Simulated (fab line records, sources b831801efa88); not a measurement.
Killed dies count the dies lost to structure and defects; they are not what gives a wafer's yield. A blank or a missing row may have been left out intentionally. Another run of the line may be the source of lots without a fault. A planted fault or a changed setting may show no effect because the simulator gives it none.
Problem report, 8D (eight disciplines) form, completed by code ; flow sky130 ; the parts of the form that need people (team, actions taken, sign-off) are left out

== 1. THE ISSUE ==
Mean of runLengthS at SKY_VIA4_SOFTBAKE_07: 107.79 s across 6 wafers in 2 lots; on wafers with no fault it is 89.13 s (standard deviation 0.19). Measured from the usual mean, that is +98 standard deviations.
The step: time 60 s.
First seen on wafer L653.1, day 45 08:01, on lithoTrack-01. The record has a number at this step for 36 wafers belonging to 12 lots. Rule for "out", or "out of limits": more than 4 standard deviations from the usual mean. The rest of the wafers with a number are treated as sound.

== 2. WHAT IT IS, WHAT IT ISN'T ==
question;is;is not
which readings at this step;runLengthS;heaterPowerTotalW
which lots;L653, L655;L644, L646, L647, L648, L650, L654, L658, L660, L661, L665
which wafers of those lots;all that have a number;-
read on which tools;lithoTrack-01;lithoTrack-02, lithoTrack-04
when;from day 45 08:01;"up to then (18 sound wafers); but 12 sound wafers of L658, L660, L661, L665 came after"

== 3. WHAT RULES OUT EACH SUSPECT ==
Counting: any tool at a process step up to the reading is kept as a suspect provided that every lot that is out went through it and no sound lot did after the first of them.
- rieMetal-03 at SKY_METAL4_DESCUM_15 (chemistry O2, time 8 s): ruled out as a lasting fault. The sound lots L658, L665 went through it after L653, its earliest lot that is out (day 44 20:11).
- lithoTrack-01 at SKY_VIA4_SOFTBAKE_07 (time 60 s): kept. It ran every lot that is out, first L653 (day 45 08:01), and no sound lot after that; its last sound lot up to then is L654 (day 45 07:26). Out on those wafers are its own readings of runLengthS.
Left after counting: lithoTrack-01 at SKY_VIA4_SOFTBAKE_07.

== 4. THE CAUSE (what the simulator had put in) ==
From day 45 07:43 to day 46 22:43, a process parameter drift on lithoTrack-01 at SKY_VIA4_SOFTBAKE_07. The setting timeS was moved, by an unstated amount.
Only this tool survived the counting.

== 5. SEQUENCE OF EFFECTS, ordered by route ==
Each row: a reading where the mean over the struck wafers with a number is more than 3 standard deviations away from the usual. Only readings for which the record gives a usual standard deviation are gone through. hours: the time from each lot's start at the first step in this table that gives one to its start at this step, as a median over the lots. sigmas: the change in usual standard deviations.
hours;step;reading;usual;on struck wafers;change;sigmas
0;SKY_VIA4_SOFTBAKE_07;runLengthS;89.13 s;107.79;+18.66;+98
Its process steps:
- SKY_VIA4_SOFTBAKE_07: time 60 s.

== 6. HOW IT WOULD HAVE BEEN CAUGHT EARLIER ==
The fault began at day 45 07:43; the first out-of-limits reading in this record came at day 45 08:01, 0 hours later.
